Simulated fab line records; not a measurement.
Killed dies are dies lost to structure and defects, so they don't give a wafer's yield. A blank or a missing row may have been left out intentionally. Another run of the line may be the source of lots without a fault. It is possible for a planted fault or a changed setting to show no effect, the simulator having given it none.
The tool behind it: which one? | flow sky130 | Sampling: 15 lots, 45 wafers, 4 of 708 route steps

## WHAT EACH GAUGE READ, for each wafer
SKY_DNWELL_TW_MEAS_09.
lot  | measured    | on            | DNWELL_TW
L172 | day 3 09:50 | film metro-01 | 1135 1134 1129
L173 | day 3 14:53 | film metro-01 | 1129 1136 1130
L174 | day 3 21:17 | film metro-01 | 1126 1132 1138
L175 | day 4 00:32 | film metro-04 | 1112 1110 1119
L177 | day 4 09:17 | film metro-04 | 1111 1108 1115
L179 | day 4 23:02 | film metro-01 | 1133 1140 1139
L180 | day 5 08:47 | film metro-02 | 30 30 30
L181 | day 5 14:40 | film metro-04 | 30 30 30
L182 | day 5 19:40 | film metro-04 | 30 30 30
L186 | day 6 14:25 | film metro-02 | 1129 1129 1125
L188 | day 6 23:20 | film metro-04 | 1109 1111 1106
L189 | day 7 04:18 | film metro-01 | 1132 1131 1128
L190 | day 7 10:23 | film metro-02 | 1125 1126 1120
L191 | day 7 14:29 | film metro-04 | 1108 1110 1109
L194 | day 8 11:56 | film metro-02 | 1138 1142 1134

SKY_VT_ADJUST_PCH_OVL_MEAS_07.
lot  | measured     | on         | VT_ADJUST_PCH_OVL (nm)
L172 | day 10 14:08 | overlay-01 | -2.1 -2.5 -2.4
L173 | day 11 01:58 | overlay-02 | -1.1 -0.1 -1.5
L174 | day 11 09:08 | overlay-02 | -0.2 -0.7 0.0
L175 | day 11 16:37 | overlay-02 | 1.1 2.6 0.4
L177 | day 12 03:17 | overlay-02 | 1.0 -0.3 0.5
L179 | day 12 20:52 | overlay-01 | -0.8 -1.8 -2.0
L180 | day 13 10:32 | overlay-02 | -2.2 -0.4 -0.7
L181 | day 13 18:53 | overlay-01 | -0.9 -2.7 -1.3
L182 | day 14 02:43 | overlay-01 | -0.7 -0.2 -2.3
L186 | day 15 04:22 | overlay-01 | -0.2 1.6 0.2
L188 | day 15 17:17 | overlay-02 | -0.7 0.0 1.2
L189 | day 15 22:44 | overlay-02 | -1.2 -3.0 -3.0
L190 | day 16 07:16 | overlay-02 | -0.9 0.6 3.4
L191 | day 16 14:47 | overlay-02 | -0.2 -1.2 -0.4
L194 | day 17 19:56 | overlay-02 | -1.9 -0.3 -0.3

SKY_LDD_N_OVL_MEAS_07.
lot  | measured     | on         | LDD_N_OVL (nm)
L172 | day 18 01:02 | overlay-01 | -1.1 1.1 0.9
L173 | day 18 14:47 | overlay-01 | -2.8 -1.5 -0.7
L174 | day 18 20:26 | overlay-02 | -4.7 -1.9 -3.0
L175 | day 19 09:32 | overlay-02 | 0.1 -0.5 0.3
L177 | day 19 16:59 | overlay-01 | 0.5 -1.4 -1.5
L179 | day 20 21:38 | overlay-02 | -1.2 -2.8 -2.1
L180 | day 21 10:44 | overlay-02 | 0.8 1.2 -0.2
L181 | day 21 17:47 | overlay-02 | -0.3 -2.8 -0.2
L182 | day 22 02:25 | overlay-01 | 0.0 0.0 -1.3
L186 | day 23 07:37 | overlay-01 | -4.3 -1.8 -0.3
L188 | day 23 18:59 | overlay-01 | -2.7 -0.1 -0.9
L189 | day 24 01:41 | overlay-01 | -1.5 -3.2 -2.4
L190 | day 24 13:29 | overlay-01 | -0.7 -1.7 -1.2
L191 | day 24 21:59 | overlay-01 | -3.1 -1.5 0.1
L194 | day 25 21:53 | overlay-02 | -1.0 -1.2 -1.0

## TOOL THAT RAN EACH LOT (tool first, then ch and the chambers of the sampled wafers, then the start)
lot  | SKY_DNWELL_EXPOSE_04
L172 | iline stepper-01 ch 0, day 3 02:30
L173 | iline stepper-01 ch 0, day 3 06:50
L174 | iline stepper-01 ch 0, day 3 13:10
L175 | iline stepper-01 ch 0, day 3 16:53
L177 | iline stepper-01 ch 0, day 4 00:55
L179 | iline stepper-02 ch 0, day 4 15:07
L180 | iline stepper-01, day 4 23:37
L181 | iline stepper-02, day 5 05:58
L182 | iline stepper-02, day 5 11:14
L186 | iline stepper-01 ch 0, day 6 04:47
L188 | iline stepper-02 ch 0, day 6 13:29
L189 | iline stepper-02 ch 0, day 6 18:35
L190 | iline stepper-02 ch 0, day 7 00:08
L191 | iline stepper-02 ch 0, day 7 04:45
L194 | iline stepper-02 ch 0, day 8 02:14
- SKY_DNWELL_EXPOSE_04: exposes mask DNM, target cd 3000 nm.

## WHAT THE TOOLS THEMSELVES READ (means of the sampled wafers that have a number; where no wafer has one, the mark that the record gives instead)
SKY_DNWELL_EXPOSE_04.
lot  | tool             | exposure dose mJ cm2 | focus offset nm (nm)
L172 | iline stepper-01 | 222.14               | 0.5
L173 | iline stepper-01 | 222.01               | -0.4
L174 | iline stepper-01 | 222.17               | -0.1
L175 | iline stepper-01 | 221.97               | 0.4
L177 | iline stepper-01 | 222.10               | 0.3
L179 | iline stepper-02 | 221.99               | 0.6
L180 | iline stepper-01 | -                    | -
L181 | iline stepper-02 | -                    | -
L182 | iline stepper-02 | -                    | -
L186 | iline stepper-01 | 222.19               | -0.6
L188 | iline stepper-02 | 222.20               | -0.3
L189 | iline stepper-02 | 221.94               | -0.1
L190 | iline stepper-02 | 221.95               | 0.0
L191 | iline stepper-02 | 221.90               | -0.8
L194 | iline stepper-02 | 222.10               | -0.4

## THE ANSWER, worked out from the rows above alone
Rule: usual is defined by the lots themselves. Put in order of their means at a reading, lots are off if they are a third of the lots or fewer, leave a main group of 4 or more, and stand apart from it by a gap of 3 or more times the standard deviation of the main group's means; of several such gaps the widest counts. If all means in a main group match to the digits the tables above print for the reading, that group is not used. Also off: a lot with no number at a reading for which 4 or more lots have one. The other lots that the step has rows for count as sound. After the gauges, taken in route order, come the tools' own readings; for these a lot's mean is taken, as printed above. The first step at which some lot is off is used, and at that step the reading that is off furthest; a lot without a number counts as furthest.
Off: L180, L181, L182, seen at SKY_DNWELL_TW_MEAS_09 (DNWELL_TW). The main group has a mean of 1125 with a standard deviation of 11.
If a tool, at a process step before that reading, ran all the lots that are off and no sound lot after the first of them, it fits. The gauges at SKY_DNWELL_TW_MEAS_09 aren't tried: what is off there is off at SKY_DNWELL_EXPOSE_04 too, on other tools, and a gauge's error can't cause that. None of those tried fits.

## WHAT THE SIMULATOR HAD PUT IN
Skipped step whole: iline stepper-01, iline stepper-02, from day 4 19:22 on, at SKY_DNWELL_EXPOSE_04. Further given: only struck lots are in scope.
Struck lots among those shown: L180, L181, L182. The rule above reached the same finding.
